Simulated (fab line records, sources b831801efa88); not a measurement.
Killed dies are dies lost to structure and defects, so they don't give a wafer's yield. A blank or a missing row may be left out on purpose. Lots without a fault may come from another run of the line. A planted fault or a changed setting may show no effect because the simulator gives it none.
Chamber matching | flow sky130 | SKY_VIA2_ETCH_15 on rie_diel-02: 4 sister chambers
The step etches SiO2 in C4F8/O2/Ar, stops on TiN, target depth 546 nm, time 84 s. 16 wafers are shown with their chamber, then 7 later ones without.

WAFERS WITH THEIR CHAMBER
wafer  | chamber | oes_product_au (a.u.) | chamber_pressure_mTorr (mTorr)
L078.4 | 0       | 0.934                 | 40.03
L078.6 | 3       | 0.938                 | 39.98
L079.2 | 2       | 0.946                 | 40.02
L079.3 | 1       | 0.937                 | 40.02
L079.4 | 0       | 0.947                 | 40.00
L080.2 | 2       | 0.941                 | 39.98
L080.5 | 2       | 0.941                 | 39.98
L080.6 | 3       | 0.935                 | 39.96
L085.1 | 1       | 0.948                 | 39.99
L085.4 | 0       | 0.944                 | 40.03
L085.5 | 0       | 0.942                 | 39.96
L087.3 | 2       | 0.932                 | 39.96
L087.4 | 3       | 0.938                 | 39.98
L087.6 | 1       | 0.947                 | 39.97
L090.2 | 1       | 0.942                 | 39.98
L090.5 | 2       | 0.939                 | 40.02

SIGNATURES (means of the wafers above)
reading                | chamber 0 | chamber 1 | chamber 2 | chamber 3 | scatter within a chamber
oes_product_au         | 0.94175   | 0.94350   | 0.93980   | 0.93700   | 0.00482
chamber_pressure_mTorr | 40.0050   | 39.9900   | 39.9920   | 39.9733   | 0.0256
Rule: a wafer's distance from a chamber is the root of the sum, over the readings, of the square of ((its reading less the chamber's mean) divided by the reading's scatter). The wafer belongs to the nearest chamber; if the next one is less than 2 further off, it can't be placed. The scatter: the root of (the sum of the squares of (reading less its chamber's mean) over the shown wafers, divided by (wafers less chambers)).

WAFERS WITHOUT THEIR CHAMBER
wafer  | oes_product_au (a.u.) | chamber_pressure_mTorr (mTorr)
L090.6 | 0.929                 | 39.99
L093.4 | 0.940                 | 40.03
L093.5 | 0.935                 | 40.01
L093.6 | 0.941                 | 40.02
L095.3 | 0.935                 | 40.01
L095.4 | 0.937                 | 40.03
L095.5 | 0.940                 | 40.03

WHICH CHAMBER EACH WENT THROUGH
wafer  | from the rows above               | in truth
L090.6 | can't be placed: 3 or 2 or 0 or 1 | 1
L093.4 | can't be placed: 0 or 2 or 1 or 3 | 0
L093.5 | can't be placed: 2 or 0 or 3 or 1 | 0
L093.6 | can't be placed: 0 or 2 or 1 or 3 | 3
L095.3 | can't be placed: 2 or 0 or 3 or 1 | 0
L095.4 | can't be placed: 0 or 2 or 1 or 3 | 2
L095.5 | can't be placed: 0 or 2 or 1 or 3 | 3
Placed correctly: 0 of 7. Can't be placed from these rows: 7 (the true chamber is among the candidates in 7). Placed wrongly: 0.
